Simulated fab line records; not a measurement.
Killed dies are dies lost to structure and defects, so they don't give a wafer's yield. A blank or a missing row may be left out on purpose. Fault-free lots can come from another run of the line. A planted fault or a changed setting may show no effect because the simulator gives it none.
8D (eight disciplines) problem report, filled in by code :: flow gf180mcu :: the parts of the form that need people (team, actions taken, sign-off) are left out

1. WHAT WENT WRONG
Wafers without a fault read 396.8 W, standard deviation 1.8; rf_fwd_power_W at GF_POLY_GATE_ETCH_13 reads a mean of 460.7 W on 6 wafers belonging to 2 lots. Measured from the usual mean, that is +35 standard deviations.
The step: etches poly-Si in HBr/Cl2, stops on SiO2, target depth 198.5 nm, time 69.6 s.
First seen on wafer L328.1, day 12 11:12, on rie_si-02. At this step, 39 wafers from 13 lots have a number in the record. Rule for "out" (also "out of limits"): further than 4 standard deviations from the usual mean. Any other wafer with a number is counted as sound.

2. WHAT IT IS, AND WHAT IT ISN'T
question: which readings at this step
is: rf_fwd_power_W
is not: mfc_cl2_sccm, oes_product_au, throttle_valve_pct

question: which lots
is: L328, L331
is not: L317, L318, L319, L321, L322, L332, L334, L335, L336, L338, L340

question: which wafers of those lots
is: all that have a number
is not: -

question: read on which tools
is: rie_si-02
is not: rie_si-01

question: when
is: from day 12 11:12
is not: up to then (15 sound wafers); but 18 sound wafers of L332, L334, L335, L336, L338, L340 came after

3. THE SUSPECTS, EACH WITH WHAT RULES IT OUT
Counting: a tool at a process step up to the reading stays a suspect if it ran every lot that is out and no sound lot after the first of them.
- rie_si-02 at GF_POLY_GATE_ETCH_13 (etches poly-Si in HBr/Cl2, stops on SiO2, target depth 198.5 nm, time 69.6 s): kept. All lots that are out passed through it, beginning with L328 at day 12 11:12, and no sound lot followed; its final sound lot before that point was L322 at day 10 15:51. Out on those wafers are its own readings of rf_fwd_power_W.
Remaining after the count: rie_si-02 at GF_POLY_GATE_ETCH_13.

4. THE CAUSE (what the simulator had put in)
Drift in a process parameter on rie_si-02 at GF_POLY_GATE_ETCH_13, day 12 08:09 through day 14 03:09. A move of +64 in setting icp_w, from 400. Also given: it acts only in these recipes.
Only this tool survived the counting.

5. THE CHAIN OF EFFECTS, in route order
Rows list readings where the struck wafers' mean (over those with a number) sits beyond 3 standard deviations from the usual. Readings are gone through only where the record gives a usual standard deviation; hours: the median, over the lots, of the time from a lot's start at the first step in this table giving one to that lot's start at this step; sigmas: the change measured in usual standard deviations.
hours: 0
step: GF_POLY_GATE_ETCH_13
reading: rf_fwd_power_W
usual: 396.8 W
on struck wafers: 460.7
change: +63.9
sigmas: +35
It contains these process steps:
- GF_POLY_GATE_ETCH_13: etches poly-Si in HBr/Cl2, stops on SiO2, target depth 198.5 nm, time 69.6 s.
Later steps that measure or inspect, where all struck wafers having a row at the step show a number for every such reading and not one has moved that far: GF_SAB_CD_MEAS_09, GF_CONTACT_OVL_MEAS_15.

6. WHAT WOULD HAVE CAUGHT IT SOONER
In this record the first reading out of limits was taken at day 12 11:12, 3 hours after the fault began at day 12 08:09.
